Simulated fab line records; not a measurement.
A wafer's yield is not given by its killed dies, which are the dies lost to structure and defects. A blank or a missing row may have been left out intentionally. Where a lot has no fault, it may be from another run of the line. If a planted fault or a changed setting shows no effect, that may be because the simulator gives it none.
fab line records	flow sky130
[record] lots = 12	wafers = 36	last_day = 50
route steps=708 shown FIELD_ISO@15 PAD_OPEN@708
lots untouched by any fault: they come from a run of this same line in which no faults occurred
start_h: hours from the record's opening day to when the first of the lot's shown wafers began	wait_h: hours elapsed since this lot's preceding step	" as in the row above	L1.1+2: one row covering several wafers at once	- no value present, or no start provided	* or withheld: withheld	< > ~ a bound
route shown NAME@n: names a module that has steps shown in the file, with the first one's number in the route	usual: the fault-free wafers' mean and standard deviation	same: alike in all rows	chamber/n: place in a boat	sites: the reading at each site	_std_site: how widely they spread, as a standard deviation	_edge_site: mean of outer sites minus mean of inner sites	radius_mm: how far each site lies from the wafer's centre	mask NAME#n: copy n	behind: tool/chamber where the wafer was last shaped	hold: reason for holding the lot/hours on hold/outcome of the hold	device: the transistor (n, p or np) that didn't switch	end of line: the tests these same wafers got at the end of their route	a step given without rows: its recipe and nothing more	killed: dies that structure and defects cost at the first sort, which is not the same as the wafer's yield	map: the dies of a wafer, with x for killed, . for not killed, _ for no die there
set.NAME: the setting the step ran with; set.NAME@STEP: the setting that earlier step ran with	model.NAME: the simulator's own value behind a step, which no gauge read
steps of the route over a sample of lots; a table a step, a row a wafer
services: from which hour (start_h, from the record's first day; less than 0 if before it) a tool's chamber was out of use, for how many hours, and why
[[steps]]
[step SKY_FIELD_ISO_ETCH_14]
[recipe] chemistry = N2/H2	target = BARC	ion_energy_ev = 200	source_w = 500	bias_w = 100	pressure_mtorr = 30	n2_flow_sccm = 100	h2_flow_sccm = 200	stop_on = SiO2	time_s = 45.9	target_depth_a = 600
[usual] chamber_pressure_mTorr = 29.996/0.027	drypump_motor_current_A = 5.6/0.4	oes_product_au = 0.855/0.0045	rf_fwd_power_W = 494.7/2.2	throttle_valve_pct = 13.225/0.0096
lot.wafer	tool	chamber	start_h	wait_h	chamber_pressure_mTorr	drypump_motor_current_A	oes_product_au	rf_fwd_power_W	rf_hours_counter_h	throttle_valve_pct
L123.2	rie_diel-02	1	29.41	0.1	29.994	5.8	0.849	493.1	31	13.258
L123.3	"	3	"	"	30.016	5.3	0.859	493.2	163	13.226
L123.6	"	2	"	"	30.003	5.6	0.859	495.8	-	13.215
L124.2	rie_diel-01	0	35.86	0.1	29.990	5.7	0.856	490.3	14	13.238
L124.4	"	3	"	"	29.956	5.2	0.855	491.3	157	13.230
L124.5	"	2	"	"	30.078	4.9	0.851	493.3	-	13.227
L125.2	rie_diel-02	3	38.06	0.1	29.961	5.3	0.858	492.9	163	13.212
L125.3	"	2	"	"	30.069	5.6	0.857	498.6	2	13.216
L125.6	"	0	"	"	29.959	5.2	0.848	494.1	-	13.220
L126.2	rie_diel-02	2	45.15	0.1	29.977	5.6	0.857	495.8	2	13.223
L126.5	"	0	"	"	30.013	5.2	0.855	496.6	-	13.218
L126.6	"	1	"	"	29.994	5.8	0.865	495.4	-	13.225
L127.1	rie_diel-02	3	50.81	0.1	30.031	5.3	0.855	492.7	163	13.224
L127.2	"	1	"	"	30.012	5.8	0.856	493.8	31	13.216
L127.3	"	0	"	"	29.968	5.2	0.856	494.1	111	13.236
L128.1	rie_diel-01	0	54.46	0.1	30.015	5.8	0.850	493.5	14	13.217
L128.3	"	1	"	"	30.006	6.2	0.856	500.2	43	13.236
L128.4	"	2	"	"	30.009	4.9	0.852	491.6	1	13.217
L129.4	rie_diel-04	1	59.35	0.0	30.010	6.0	0.850	493.9	76	13.210
L129.5	"	0	"	"	29.985	5.7	0.856	493.1	-	13.226
L129.6	"	3	"	"	30.009	6.0	0.853	496.9	-	13.218
L130.1	rie_diel-02	3	66.80	0.1	29.953	5.3	0.859	492.0	163	13.222
L130.2	"	2	"	"	29.986	5.6	0.859	495.2	2	13.231
L130.3	"	0	"	"	29.967	5.2	0.857	495.5	111	13.225
L135.2	rie_diel-02	0	91.20	0.1	30.013	5.2	0.856	496.3	111	13.233
L135.5	"	0	"	"	30.014	5.2	0.853	496.7	-	13.227
L135.6	"	1	"	"	29.957	5.8	0.849	574.9	-	13.221
L136.1	rie_diel-02	2	96.36	0.1	30.023	5.6	0.859	497.2	3	13.221
L136.2	"	1	"	"	30.008	5.8	0.865	576.1	32	13.207
L136.5	"	1	"	"	29.973	5.8	0.852	572.5	-	13.224
L144.1	rie_diel-04	3	139.60	0.1	30.002	6.0	0.854	495.4	41	13.232
L144.4	"	2	"	"	29.984	6.4	0.852	497.6	-	13.216
L144.6	"	1	"	"	29.977	6.0	0.854	495.3	-	13.221
L146.4	rie_diel-01	0	150.60	0.0	29.987	5.7	0.855	491.5	17	13.225
L146.5	"	1	"	"	30.015	6.2	0.854	498.4	-	13.241
L146.6	"	0	"	"	29.982	5.7	0.852	492.6	-	13.232
[step SKY_PAD_OPEN_PROBE_99]
[usual] killed_at_M0_to_M3 = 42/7	killed_at_M4_up = 3.2/1.6	killed_at_contacts = 24/5.8	killed_at_front_end = 16/4.3	killed_at_other = 0.3/0.62	killed_dies = 86/9.5	killed_open = 46/6.4	killed_short = 39/6.3
[same] gross_dies = 492	killed_at_back_side = 0
lot.wafer	tool	chamber	start_h	wait_h	killed_at_M0_to_M3	killed_at_M4_up	killed_at_contacts	killed_at_front_end	killed_at_other	killed_dies	killed_open	killed_short
L126.2	prober-01	-	1102.87	0.1	38	1	13	23	0	75	43	32
L126.5	prober-01	-	1103.02	0.2	37	3	23	25	2	90	52	38
L126.6	prober-01	-	1103.07	0.2	56	2	24	21	0	103	60	41
L127.1	prober-02	-	1107.41	0.1	53	5	21	14	1	94	46	47
L127.2	prober-02	-	1107.46	0.1	54	5	20	13	1	93	52	39
L127.3	prober-02	-	1107.51	0.2	39	1	27	18	0	85	38	47
L129.4	prober-01	-	1114.53	0.2	43	5	28	14	1	91	47	44
L129.5	prober-01	-	1114.58	0.2	30	2	25	21	1	79	42	36
L129.6	prober-01	-	1114.63	0.2	38	7	33	21	0	99	53	44
L128.1	prober-02	-	1116.52	0.1	38	4	39	19	0	100	51	49
L128.3	prober-02	-	1116.62	0.2	48	5	24	15	0	92	45	47
L128.4	prober-02	-	1116.67	0.2	37	5	30	15	0	87	54	33
L130.1	prober-01	-	1121.70	0.1	44	5	31	17	0	97	55	42
L130.2	prober-01	-	1121.75	0.1	35	5	20	9	0	69	39	29
L130.3	prober-01	-	1121.80	0.2	34	2	25	12	0	73	41	31
L135.2	prober-02	-	1148.02	0.1	41	3	29	7	0	80	47	32
L135.5	prober-02	-	1148.17	0.2	44	3	19	18	1	85	45	37
L135.6	prober-02	-	1148.22	0.2	47	2	24	13	0	86	46	39
L136.1	prober-01	-	1150.45	0.1	46	1	24	10	0	81	45	36
L136.2	prober-01	-	1150.50	0.1	49	6	32	21	0	108	54	54
L136.5	prober-01	-	1150.65	0.2	60	5	22	23	0	110	53	57
// killed by level:class
L126.2 VIA1:geometric_particle:open=9 VIA3:geometric_particle:open=9 METAL1:geometric_particle:short=7 VIA2:geometric_particle:open=6 FIELD_ISO:geometric_particle:short=5 POLY_GATE:geometric_particle:open=5 FIELD_ISO:geometric_particle:open=4 CONTACT:geometric_particle:short=4
L126.5 CONTACT:geometric_particle:open=12 FIELD_ISO:geometric_particle:short=6 LI_CONTACT:geometric_particle:open=6 FIELD_ISO:geometric_particle:open=5 POLY_GATE:geometric_particle:short=5 VIA3:geometric_particle:open=5 VIA1:geometric_particle:open=5 VIA2:geometric_particle:open=5
L126.6 VIA3:geometric_particle:open=16 LI_CONTACT:geometric_particle:open=10 METAL2:geometric_particle:short=7 CONTACT:geometric_particle:open=7 FIELD_ISO:geometric_particle:open=6 VIA1:geometric_particle:open=5 VIA2:geometric_particle:open=5 METAL1:geometric_particle:short=4
L127.1 VIA1:geometric_particle:open=13 CONTACT:geometric_particle:open=7 METAL1:geometric_particle:short=7 VIA2:geometric_particle:open=7 VIA3:geometric_particle:short=5 LI_CONTACT:geometric_particle:open=5 METAL2:geometric_particle:short=5 VIA3:geometric_particle:open=5
L127.2 VIA1:geometric_particle:open=14 LI_CONTACT:geometric_particle:open=9 VIA3:geometric_particle:open=8 METAL1:geometric_particle:short=6 METAL2:geometric_particle:short=6 VIA2:geometric_particle:open=6 FIELD_ISO:geometric_particle:open=5 CONTACT:geometric_particle:short=4
L127.3 CONTACT:geometric_particle:short=9 VIA3:geometric_particle:open=8 FIELD_ISO:geometric_particle:short=7 LI_CONTACT:geometric_particle:open=6 CONTACT:geometric_particle:open=6 VIA1:geometric_particle:open=6 POLY_GATE:geometric_particle:short=5 VIA2:geometric_particle:open=5
L129.4 CONTACT:geometric_particle:open=12 VIA1:geometric_particle:open=10 METAL2:geometric_particle:short=9 METAL1:geometric_particle:short=6 LI_CONTACT:geometric_particle:open=5 CONTACT:geometric_particle:short=5 VIA1:geometric_particle:short=5 FIELD_ISO:geometric_particle:open=4
L129.5 VIA1:geometric_particle:open=11 POLY_GATE:geometric_particle:open=8 CONTACT:geometric_particle:open=8 VIA1:geometric_particle:short=7 CONTACT:geometric_particle:short=6 LOCAL_INTERCONNECT:geometric_particle:short=5 FIELD_ISO:geometric_particle:short=4 LI_CONTACT:geometric_particle:open=4
L129.6 CONTACT:geometric_particle:open=14 VIA3:geometric_particle:open=8 LI_CONTACT:geometric_particle:open=7 VIA1:geometric_particle:open=7 LOCAL_INTERCONNECT:geometric_particle:short=6 POLY_GATE:geometric_particle:short=5 METAL4:geometric_particle:short=5 METAL2:geometric_particle:short=5
L128.1 CONTACT:geometric_particle:open=12 LI_CONTACT:geometric_particle:open=9 VIA1:geometric_particle:short=7 VIA1:geometric_particle:open=7 VIA2:geometric_particle:open=7 METAL1:geometric_particle:short=6 LOCAL_INTERCONNECT:geometric_particle:short=6 CONTACT:geometric_particle:short=6
L128.3 VIA1:geometric_particle:open=13 CONTACT:geometric_particle:open=9 VIA1:geometric_particle:short=8 METAL2:geometric_particle:short=7 LI_CONTACT:geometric_particle:open=6 VIA3:geometric_particle:short=5 POLY_GATE:geometric_particle:open=4 METAL4:geometric_particle:short=4
L128.4 CONTACT:geometric_particle:open=12 VIA1:geometric_particle:open=10 POLY_GATE:geometric_particle:open=9 VIA3:geometric_particle:open=7 LI_CONTACT:geometric_particle:open=7 LI_CONTACT:geometric_particle:short=5 CONTACT:geometric_particle:short=5 VIA2:geometric_particle:short=5
L130.1 LOCAL_INTERCONNECT:geometric_particle:short=10 VIA3:geometric_particle:open=9 VIA2:geometric_particle:open=9 CONTACT:geometric_particle:open=8 VIA1:geometric_particle:open=7 POLY_GATE:geometric_particle:open=6 LI_CONTACT:geometric_particle:open=6 CONTACT:geometric_particle:short=5
L130.2 VIA2:geometric_particle:open=12 LI_CONTACT:geometric_particle:open=6 CONTACT:geometric_particle:open=6 METAL4:geometric_particle:short=5 METAL2:geometric_particle:short=4 VIA3:geometric_particle:open=4 POLY_GATE:geometric_particle:open=3 LOCAL_INTERCONNECT:geometric_particle:short=3
L130.3 LI_CONTACT:geometric_particle:open=10 METAL2:geometric_particle:short=7 CONTACT:geometric_particle:open=6 VIA1:geometric_particle:open=6 VIA2:geometric_particle:open=5 POLY_GATE:geometric_particle:open=4 METAL3:geometric_particle:short=4 VIA1:geometric_particle:short=3
L135.2 CONTACT:geometric_particle:open=10 VIA1:geometric_particle:open=10 LI_CONTACT:geometric_particle:open=8 VIA2:geometric_particle:open=8 VIA1:geometric_particle:short=6 CONTACT:geometric_particle:short=5 POLY_GATE:geometric_particle:open=3 LOCAL_INTERCONNECT:geometric_particle:short=3
L135.5 VIA1:geometric_particle:open=11 CONTACT:geometric_particle:open=8 VIA3:geometric_particle:open=7 METAL2:geometric_particle:short=7 FIELD_ISO:geometric_particle:short=4 LI_CONTACT:geometric_particle:open=4 CONTACT:geometric_particle:short=4 VIA1:geometric_particle:short=4
L135.6 VIA2:geometric_particle:open=11 VIA1:geometric_particle:open=10 CONTACT:geometric_particle:short=8 VIA3:geometric_particle:open=7 CONTACT:geometric_particle:open=7 VIA1:geometric_particle:short=6 METAL1:geometric_particle:short=6 LI_CONTACT:geometric_particle:open=5
L136.1 VIA3:geometric_particle:open=11 CONTACT:geometric_particle:open=10 VIA1:geometric_particle:open=8 METAL2:geometric_particle:short=8 LI_CONTACT:geometric_particle:open=4 LI_CONTACT:geometric_particle:short=4 CONTACT:geometric_particle:short=4 METAL1:geometric_particle:short=4
L136.2 VIA1:geometric_particle:open=15 CONTACT:geometric_particle:short=9 LI_CONTACT:geometric_particle:open=8 METAL1:geometric_particle:short=7 CONTACT:geometric_particle:open=6 LOCAL_INTERCONNECT:geometric_particle:short=6 VIA3:geometric_particle:open=6 POLY_GATE:geometric_particle:short=5
L136.5 VIA1:geometric_particle:short=11 VIA3:geometric_particle:open=10 CONTACT:geometric_particle:open=9 VIA1:geometric_particle:open=7 METAL3:geometric_particle:short=6 CONTACT:geometric_particle:short=6 METAL1:geometric_particle:short=6 VIA2:geometric_particle:open=6
[[services]]
tool	chamber	start_h	hours	kind
rie_diel-02	1	7.95	8.8	repair
rie_diel-01	2	9.03	-	clean
rie_diel-01	2	9.03	12.4	scheduled_down
rie_diel-01	2	9.03	12.4	vent_cycle
rie_diel-01	3	33.68	1.8	repair
rie_diel-02	3	92.06	-	clean
rie_diel-02	3	92.06	15.0	scheduled_down
rie_diel-02	3	92.06	15.0	vent_cycle
rie_diel-01	0	110.05	7.0	repair
rie_diel-02	3	113.46	7.2	repair
rie_diel-01	3	127.07	-	clean
rie_diel-01	3	127.07	17.4	scheduled_down
rie_diel-01	3	127.07	17.4	vent_cycle
rie_diel-04	0	130.47	16.7	repair
rie_diel-02	0	148.40	13.5	repair
rie_diel-02	3	150.20	5.3	repair
[[key]]
[first_sign] step = SKY_FIELD_ISO_ETCH_14	reading = rf_fwd_power_W	direction = up	sigmas = 36	usual = 494.7	struck = 574.5
effect none on later readings
met_at SKY_FIELD_ISO_ETCH_14
struck_lots L135,L136
struck_wafers L135.6,L136.2,L136.5
tester_left_out L135,L136
onset_between 50.81 91.20
[fault] kind = process_parameter_drift	tool = rie_diel-02	chamber = 1	onset_h = 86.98	steps = SKY_FIELD_ISO_ETCH_14	channel = source_w	offset = 80	shape = step	end_h = 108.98	acts_in = these_recipes_only	stated = 500
// tester_left_out: of these lots the tester's yield and bins aren't shown, on N5 and GAA mostly nor the transistor test; their killed dies are dies lost to structure and defects alone, not to doping, threshold or leakage, so they don't give the yield
